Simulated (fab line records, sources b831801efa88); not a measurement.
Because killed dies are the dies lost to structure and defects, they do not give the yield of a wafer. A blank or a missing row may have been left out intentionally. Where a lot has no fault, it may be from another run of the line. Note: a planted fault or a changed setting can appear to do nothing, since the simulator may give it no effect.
fab line records	flow sky130
record: lots: 6	wafers: 18	last_day: 50
route steps=708 shown NWELL@76 PWDE@84 VT_ADJUST_HVTP@85 PAD_OPEN@708
lots that met no fault: from a run of the same line without faults
start_h: hours from the record's first day to the start of the lot's first wafer shown	wait_h: hours elapsed since this lot's preceding step	" identical to the entry in the row above	L1.1+2: several wafers, shown together as one row	- no value, or no start given	* or withheld: withheld	< > ~ a bound
route shown NAME@n: NAME is a module with steps in the file, n the number in the route of the first one	usual: mean and standard deviation over wafers with no fault	same: alike in all rows	chamber/n: place in a boat	sites: readings site by site	_std_site: standard deviation of those values	_edge_site: outer sites' mean less inner sites'	radius_mm: how far each site lies from the wafer's centre	mask NAME#n: copy n	behind: tool/chamber where the wafer was last shaped	hold: cause of the lot's hold/its duration in hours/its outcome	device: which transistor (n, p or np) failed to switch	end of line: the same wafers' tests at the end of the route	a step with no rows: only its recipe	killed: not the wafer's yield, but the dies lost to structure and defects at the first sort	map: per-die view of a wafer (x killed, . not killed, _ where there is no die)
set.NAME: the setting that was run; set.NAME@STEP: the one run at that earlier step	model.NAME: the simulator's own value behind a step, which no gauge read
lots at selected steps of the route; one table per step, one row per wafer
services: when a tool's chamber went out of use (start_h, in hours from the record's first day, below 0 if earlier), for how many hours, and the reason
== steps ==
step: SKY_NWELL_OVL_MEAS_23
usual: NWELL_01_OVL: -0.3/1.3
lot.wafer	tool	chamber	start_h	wait_h	NWELL_01_OVL[nm]
L922.1	overlay-01	-	100.67	-	2.3
L922.2	"	-	"	"	-1.2
L922.6	"	-	"	"	1.8
L934.3	overlay-02	-	176.50	-	-1.1
L934.5	"	-	"	"	-0.5
L934.6	"	-	"	"	-1.4
L942.4	overlay-02	-	226.71	-	-2.5
L942.5	"	-	"	"	-4.1
L942.6	"	-	"	"	-3.7
L943.1	overlay-02	-	234.24	-	-1.6
L943.2	"	-	"	"	-1.2
L943.3	"	-	"	"	0.6
L944.1	overlay-01	-	236.74	-	0.5
L944.2	"	-	"	"	0.1
L944.6	"	-	"	"	-0.7
L945.3	overlay-02	-	245.25	-	-0.3
L945.4	"	-	"	"	-0.1
L945.5	"	-	"	"	1.2
step: SKY_NWELL_IMPLANT_24
recipe: species: B	energy_kev: 140	dose_cm2: 9.2e+12	tilt_deg: withheld
step: SKY_NWELL_STRIP_25
recipe: chemistry: O2/N2	power_w: 1400	pressure_mtorr: 1500	platen_temp_c: withheld	o2_flow_sccm: 3000	n2_flow_sccm: 300	overash_fraction: 0.5
usual: chamber_pressure_mTorr: 1500.1/1.3	drypump_motor_current_A: 6.01/0.21	oes_product_au: 0.723/0.0042	strip_time_to_endpoint_s: 36.97/0.11
lot.wafer	tool	chamber	start_h	wait_h	chamber_pressure_mTorr	drypump_motor_current_A	oes_product_au	rf_hours_counter_h	strip_time_to_endpoint_s
L922.1	plasma_asher-04	0	100.86	0.1	1498.5	6.17	0.728	41	36.95
L922.2	"	1	"	"	1500.2	6.23	0.725	41	36.99
L922.6	"	0	"	"	1497.4	6.15	0.716	-	36.95
L934.3	plasma_asher-04	1	176.71	0.1	1500.3	6.24	0.722	-	36.93
L934.5	"	0	"	"	1501.6	6.18	0.729	-	36.76
L934.6	"	1	"	"	1499.2	6.24	0.720	-	36.87
L942.4	plasma_asher-03	0	226.91	0.1	1501.4	5.71	0.724	-	37.00
L942.5	"	1	"	"	1501.1	5.84	0.721	-	36.87
L942.6	"	0	"	"	1500.2	5.67	0.721	-	36.95
L943.1	plasma_asher-04	0	234.43	0.1	1498.7	6.14	0.723	11	37.27
L943.2	"	1	"	"	1499.4	6.24	0.719	11	37.22
L943.3	"	1	"	"	1500.6	6.26	0.723	-	37.21
L944.1	plasma_asher-04	1	236.93	0.1	1500.0	6.25	0.719	11	36.77
L944.2	"	0	"	"	1500.5	6.17	0.724	11	36.76
L944.6	"	1	"	"	1500.2	6.27	0.725	-	36.89
L945.3	plasma_asher-04	0	245.46	0.1	1498.0	6.17	0.727	-	36.91
L945.4	"	1	"	"	1502.0	6.27	0.718	-	36.85
L945.5	"	1	"	"	1501.1	6.25	0.723	-	36.94
step: SKY_NWELL_TW_MEAS_26
usual: NWELL_2_TW: 496.7/2.4
lot.wafer	tool	chamber	start_h	wait_h	NWELL_2_TW
L922.1	film_metro-03	-	100.96	0.1	503.1
L922.2	"	-	"	"	500.3
L922.6	"	-	"	"	505.2
L934.3	film_metro-03	-	176.80	0.1	493.4
L934.5	"	-	"	"	496.3
L934.6	"	-	"	"	495.9
L942.4	film_metro-02	-	227.01	0.1	498.6
L942.5	"	-	"	"	497.9
L942.6	"	-	"	"	495.2
L943.1	film_metro-03	-	234.53	0.1	495.4
L943.2	"	-	"	"	495.5
L943.3	"	-	"	"	496.4
L944.1	film_metro-02	-	237.03	0.1	496.6
L944.2	"	-	"	"	496.2
L944.6	"	-	"	"	496.1
L945.3	film_metro-03	-	245.55	0.1	494.1
L945.4	"	-	"	"	495.8
L945.5	"	-	"	"	496.4
step: SKY_NWELL_CLEAN_27
recipe: chemistry: SC1/SC2	mix: 1:4:20	temp_c: 70	time_s: 150	dry: n2_spin
step: SKY_NWELL_RTA_28
recipe: temp_c: 1050	time_s: 30	idle_temp_c: 650	ramp_up_c_per_s: 150	ramp_down_c_per_s: 90	ambient: N2
usual: anneal_temp_c_max: 1053.5/1.5	chamber_o2_ppm: 1.999/0.022	lamp_power_pct: 25.31/0.055	wafer_temp_C_max: 1054.9/0.92
lot.wafer	tool	chamber	start_h	wait_h	anneal_temp_c_max	chamber_o2_ppm	lamp_power_pct	wafer_temp_C_max
L922.1	rtp_anneal-01	0	101.12	0.0	1051.5	2.007	25.27	1056.2
L922.2	"	0	"	"	1052.3	1.989	25.37	1054.5
L922.6	"	0	"	"	1052.6	1.991	25.26	1053.8
L934.3	rtp_anneal-01	0	176.92	0.0	1052.6	1.958	25.33	1054.8
L934.5	"	0	"	"	1052.0	1.994	25.32	1054.5
L934.6	"	0	"	"	1052.6	1.991	25.28	1054.0
L942.4	rtp_anneal-01	0	227.14	0.1	1052.1	2.014	25.30	1056.2
L942.5	"	0	"	"	1052.8	2.030	25.29	1053.6
L942.6	"	0	"	"	1053.5	2.004	25.28	1054.8
L943.1	rtp_anneal-02	0	234.64	0.0	1055.6	2.007	25.35	1055.3
L943.2	"	0	"	"	1054.1	1.976	25.33	1056.4
L943.3	"	0	"	"	1053.9	1.997	25.29	1053.4
L944.1	rtp_anneal-01	0	237.14	0.0	1051.8	1.987	25.30	1054.5
L944.2	"	0	"	"	1052.4	2.014	25.34	1055.6
L944.6	"	0	"	"	1052.4	1.990	25.43	1057.0
L945.3	rtp_anneal-01	0	245.67	0.0	1051.8	1.987	25.25	1054.2
L945.4	"	0	"	"	1052.8	1.977	25.31	1056.4
L945.5	"	0	"	"	1052.6	1.960	25.37	1055.2
step: SKY_NWELL_RS_MEAS_29
recipe: thk_meas_gauge: four-point-probe
usual: NWELL_RS: 624.5/1.4
lot.wafer	tool	chamber	start_h	wait_h	NWELL_RS[ohm/sq]
L922.1	film_metro-01	-	101.22	0.1	625.5
L922.2	"	-	"	"	625.2
L922.6	"	-	"	"	626.3
L934.3	film_metro-02	-	177.03	0.1	626.9
L934.5	"	-	"	"	624.2
L934.6	"	-	"	"	626.3
L942.4	film_metro-03	-	227.25	0.1	623.7
L942.5	"	-	"	"	624.3
L942.6	"	-	"	"	624.2
L943.1	film_metro-03	-	234.74	0.1	623.0
L943.2	"	-	"	"	624.2
L943.3	"	-	"	"	623.7
L944.1	film_metro-03	-	237.24	0.1	623.7
L944.2	"	-	"	"	625.0
L944.6	"	-	"	"	623.6
L945.3	film_metro-02	-	245.78	0.1	625.4
L945.4	"	-	"	"	625.4
L945.5	"	-	"	"	627.2
step: SKY_NWELL_RS_MEAS_31
recipe: thk_meas_gauge: four-point-probe
usual: PWDE_RS: 5275/18
lot.wafer	tool	chamber	start_h	wait_h	PWDE_RS[ohm/sq]
L922.1	film_metro-01	-	101.46	0.1	5258
L922.2	"	-	"	"	5268
L922.6	"	-	"	"	5287
L934.3	film_metro-02	-	177.27	0.1	5258
L934.5	"	-	"	"	5280
L934.6	"	-	"	"	5265
L942.4	film_metro-03	-	227.49	0.1	5298
L942.5	"	-	"	"	5299
L942.6	"	-	"	"	5305
L943.1	film_metro-03	-	234.98	0.1	5267
L943.2	"	-	"	"	5251
L943.3	"	-	"	"	5272
L944.1	film_metro-03	-	237.48	0.1	5317
L944.2	"	-	"	"	5293
L944.6	"	-	"	"	5329
L945.3	film_metro-02	-	246.02	0.1	5281
L945.4	"	-	"	"	5254
L945.5	"	-	"	"	5249
step: SKY_VT_ADJUST_HVTP_DEHYDRATE_00
recipe: temp_c: 200	time_s: 60
step: SKY_VT_ADJUST_HVTP_HMDS_01
recipe: prime_time_s: 60	prime_temp_c: 120
step: SKY_VT_ADJUST_HVTP_COAT_02
recipe: resist: NOVOLAK	spin_rpm: 3000	resist_thk_nm: 1140
step: SKY_VT_ADJUST_HVTP_SOFTBAKE_03
recipe: temp_c: 90	time_s: 60	resist: NOVOLAK
usual: chill_plate_temp_C: 22.98/0.11	run_length_s: 89.13/0.12
lot.wafer	tool	chamber	start_h	wait_h	chill_plate_temp_C	run_length_s	model.NOVOLAK_of_VT_ADJUST_HVTP_COAT_02.thk_nm
L922.1	litho_track-03	0	110.00	0.1	23.05	89.05	1146
L922.2	"	0	"	"	23.03	89.20	1144
L922.6	"	0	"	"	23.11	89.02	1148
L934.3	litho_track-04	0	186.89	0.1	23.04	89.13	1149
L934.5	"	0	"	"	22.96	89.26	1148
L934.6	"	0	"	"	22.88	89.09	1149
L942.4	litho_track-03	0	238.62	0.1	23.11	109.67	1134
L942.5	"	0	"	"	23.06	109.62	1135
L942.6	"	0	"	"	22.96	109.63	1131
L943.1	litho_track-03	0	246.20	0.1	22.90	109.57	1137
L943.2	"	0	"	"	22.94	109.77	1136
L943.3	"	0	"	"	22.87	109.57	1137
L944.1	litho_track-02	0	249.62	0.1	22.87	89.15	1141
L944.2	"	0	"	"	23.00	88.94	1137
L944.6	"	0	"	"	23.04	89.02	1141
L945.3	litho_track-04	0	257.49	0.1	22.91	89.34	1141
L945.4	"	0	"	"	22.84	89.16	1143
L945.5	"	0	"	"	22.94	89.27	1143
step: SKY_VT_ADJUST_HVTP_EXPOSE_04
recipe: mask_id: HVTPM	na: 0.6	source_shape: conventional	sigma_outer: 0.6	polarization: unpolarized	target_cd_nm: 380	dose_mj: 140
step: SKY_VT_ADJUST_HVTP_PEB_05
recipe: temp_c: withheld	time_s: *	resist: NOVOLAK
step: SKY_VT_ADJUST_HVTP_DEVELOP_06
recipe: resist: NOVOLAK	developer: TMAH	develop_time_s: 60	dev_temp_c: 23
usual: chill_plate_temp_C: 23.01/0.1
lot.wafer	tool	chamber	start_h	wait_h	chill_plate_temp_C	model.NOVOLAK_of_VT_ADJUST_HVTP_COAT_02.thk_nm
L922.1	litho_track-04	0	119.14	0.1	22.98	1146
L922.2	"	0	"	"	23.12	1144
L922.6	"	0	"	"	23.07	1147
L934.3	litho_track-02	0	197.92	0.1	23.22	1148
L934.5	"	0	"	"	22.97	1147
L934.6	"	0	"	"	23.12	1148
L942.4	litho_track-03	0	250.12	0.1	22.91	1133
L942.5	"	0	"	"	23.02	1135
L942.6	"	0	"	"	22.91	1130
L943.1	litho_track-03	0	257.90	0.1	22.98	1137
L943.2	"	0	"	"	23.06	1135
L943.3	"	0	"	"	23.03	1137
L944.1	litho_track-03	0	260.90	0.1	22.92	1141
L944.2	"	0	"	"	23.17	1137
L944.6	"	0	"	"	22.90	1140
L945.3	litho_track-02	0	269.52	0.1	22.85	1141
L945.4	"	0	"	"	22.78	1143
L945.5	"	0	"	"	22.94	1143
step: SKY_VT_ADJUST_HVTP_CD_MEAS_07
recipe: target_cd_nm: 380
usual: cd_nm: 380.7/2.5
lot.wafer	tool	chamber	start_h	wait_h	cd_nm
L922.1	cd_sem-01	-	119.29	0.1	387.3
L922.2	"	-	"	"	384.8
L922.6	"	-	"	"	385.5
L934.3	cd_sem-02	-	198.06	0.1	376.4
L934.5	"	-	"	"	377.6
L934.6	"	-	"	"	379.3
L942.4	cd_sem-01	-	250.26	0.1	386.3
L942.5	"	-	"	"	382.2
L942.6	"	-	"	"	387.6
L943.1	cd_sem-02	-	258.05	0.1	383.9
L943.2	"	-	"	"	383.0
L943.3	"	-	"	"	383.7
L944.1	cd_sem-02	-	261.05	0.1	380.0
L944.2	"	-	"	"	378.5
L944.6	"	-	"	"	382.3
L945.3	cd_sem-02	-	269.66	0.1	378.8
L945.4	"	-	"	"	380.2
L945.5	"	-	"	"	379.3
step: SKY_PAD_OPEN_PROBE_99
usual: killed_at_M0_to_M3: 43/6.7	killed_at_M4_up: 3.2/1.8	killed_at_contacts: 24/4.8	killed_at_front_end: 16/4.2	killed_at_other: 0.3/0.56	killed_dies: 86/8.5	killed_open: 47/6.7	killed_short: 39/6
same: gross_dies: 492	killed_at_back_side: 0
lot.wafer	tool	chamber	start_h	wait_h	killed_at_M0_to_M3	killed_at_M4_up	killed_at_contacts	killed_at_front_end	killed_at_other	killed_dies	killed_open	killed_short
L922.1	prober-01	-	1065.72	0.1	49	1	24	13	1	88	55	33
L922.2	prober-01	-	1065.77	0.1	36	3	22	22	0	83	48	34
L922.6	prober-01	-	1065.97	0.2	32	1	28	17	0	78	44	34
killed by level:class
L922.1 VIA1:geometric_particle:open=13 CONTACT:geometric_particle:open=12 VIA2:geometric_particle:open=8 VIA3:geometric_particle:open=7 LI_CONTACT:geometric_particle:open=6 METAL2:geometric_particle:short=5 FIELD_ISO:geometric_particle:short=4 FIELD_ISO:geometric_particle:open=4
L922.2 CONTACT:geometric_particle:open=9 FIELD_ISO:geometric_particle:open=7 LI_CONTACT:geometric_particle:open=7 VIA2:geometric_particle:open=7 FIELD_ISO:geometric_particle:short=6 VIA1:geometric_particle:open=6 METAL2:geometric_particle:short=6 VIA3:geometric_particle:short=4
L922.6 LI_CONTACT:geometric_particle:open=11 VIA1:geometric_particle:open=11 CONTACT:geometric_particle:open=10 FIELD_ISO:geometric_particle:short=7 METAL2:geometric_particle:short=5 VIA2:geometric_particle:open=4 CONTACT:geometric_particle:short=3 METAL1:geometric_particle:short=3
== services ==
tool	chamber	start_h	hours	kind
plasma_asher-03	-	78.55	2.8	pm
plasma_asher-04	-	90.79	6.1	repair
litho_track-04	-	91.14	-	consumable_replace:filter
rtp_anneal-02	-	102.01	5.2	pm
litho_track-03	-	106.08	-	consumable_replace:filter
plasma_asher-04	-	108.75	9.0	pm
plasma_asher-04	0	108.75	9.0	vent_cycle
plasma_asher-04	1	108.75	9.0	vent_cycle
plasma_asher-04	0	117.75	-	clean
plasma_asher-04	1	117.75	-	clean
plasma_asher-03	-	235.80	0.3	repair
== key ==
first_sign: step: SKY_VT_ADJUST_HVTP_SOFTBAKE_03	reading: run_length_s	direction: up	sigmas: 99+	usual: *	struck: *
effect none on later readings
model_effect: step: SKY_VT_ADJUST_HVTP_SOFTBAKE_03	value: NOVOLAK_of_VT_ADJUST_HVTP_COAT_02.thk_nm	without: 1141	struck: 1135
model_effect: step: SKY_VT_ADJUST_HVTP_DEVELOP_06	value: NOVOLAK_of_VT_ADJUST_HVTP_COAT_02.thk_nm	without: 1141	struck: 1135
met_at SKY_VT_ADJUST_HVTP_SOFTBAKE_03
struck_wafers L942.4,L942.5,L942.6,L943.1,L943.2,L943.3
tester_left_out L942,L943
onset_between 110.00 238.62
fault: kind: process_parameter_drift	tool: litho_track-03	chamber: -	onset_h: 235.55	steps: SKY_VT_ADJUST_HVTP_SOFTBAKE_03	channel: time_s	offset: *	shape: step	end_h: 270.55	acts_in: *	stated: *
tester_left_out: of these lots the tester's yield and bins aren't shown, on N5 and GAA mostly nor the transistor test; their killed dies are dies lost to structure and defects alone, not to doping, threshold or leakage, so they don't give the yield
